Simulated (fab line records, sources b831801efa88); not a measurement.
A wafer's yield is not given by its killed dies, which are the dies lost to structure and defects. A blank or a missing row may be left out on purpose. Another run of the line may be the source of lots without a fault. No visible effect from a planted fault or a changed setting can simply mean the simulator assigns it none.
Chamber matching | flow sky130 | 4 sister chambers for SKY_SPACER_ETCHBACK_02 on rieDiel-04
The step etches Si3N4 in CH3F/O2, stops on SiO2, time 46.7 s, target depth 45 nm. 14 wafers are shown with their chamber, then 6 later ones without.

## WAFERS PAIRED WITH THEIR CHAMBERS
wafer  | chamber | drypumpMotorCurrentA (A) | throttleValvePct (%) | oesProductAu (a.u.)
L699.4 | 2       | 5.8                      | 10.540               | 0.856
L699.5 | 2       | 5.8                      | 10.556               | 0.851
L699.6 | 3       | 5.8                      | 10.556               | 0.851
L702.1 | 3       | 5.9                      | 10.566               | 0.868
L702.2 | 0       | 5.8                      | 10.553               | 0.867
L710.1 | 2       | 5.9                      | 10.566               | 0.861
L710.4 | 1       | 5.1                      | 10.570               | 0.861
L710.6 | 0       | 5.8                      | 10.559               | 0.856
L709.1 | 0       | 5.8                      | 10.576               | 0.856
L709.4 | 3       | 5.8                      | 10.563               | 0.847
L709.5 | 3       | 5.8                      | 10.542               | 0.853
L711.1 | 3       | 5.8                      | 10.572               | 0.853
L711.3 | 1       | 5.1                      | 10.565               | 0.850
L711.4 | 2       | 5.9                      | 10.566               | 0.855

SIGNATURES (averages over the wafers above)
reading              | chamber 0 | chamber 1 | chamber 2 | chamber 3 | scatter within a chamber
drypumpMotorCurrentA | 5.800     | 5.100     | 5.850     | 5.820     | 0.0424
throttleValvePct     | 10.56267  | 10.56750  | 10.55700  | 10.55980  | 0.0113
oesProductAu         | 0.85967   | 0.85550   | 0.85575   | 0.85440   | 0.00669
Rule: for a wafer and a chamber, the distance is found by dividing, reading by reading, the gap between the wafer's reading and the chamber's mean by the reading's scatter, squaring, summing and taking the root. If the next closest chamber is less than 2 further off than the closest, the wafer can't be placed; otherwise it belongs to the closest. How the scatter is found: for the shown wafers, subtract from each reading the mean of its chamber, square and add these, divide the total by (wafers less chambers), then take the root.

## WAFERS WHOSE CHAMBER IS MISSING
wafer  | drypumpMotorCurrentA (A) | throttleValvePct (%) | oesProductAu (a.u.)
L713.1 | 5.8                      | 10.566               | 0.845
L713.2 | 5.1                      | 10.552               | 0.847
L713.3 | 5.7                      | 10.556               | 0.863
L714.3 | 5.8                      | 10.554               | 0.856
L714.4 | 5.8                      | 10.573               | 0.852
L714.6 | 5.8                      | 10.565               | 0.858

## EACH ONE'S CHAMBER
wafer  | from the rows above          | in truth
L713.1 | can't be placed: 3 or 2 or 0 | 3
L713.2 | 1                            | 1
L713.3 | can't be placed: 0 or 3 or 2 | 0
L714.3 | can't be placed: 3 or 0 or 2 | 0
L714.4 | can't be placed: 3 or 0 or 2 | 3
L714.6 | can't be placed: 0 or 3 or 2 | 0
1 of 6 placed correctly. Unplaceable from these rows: 5, with the true chamber sitting among the candidates in 5. 0 placed wrongly.
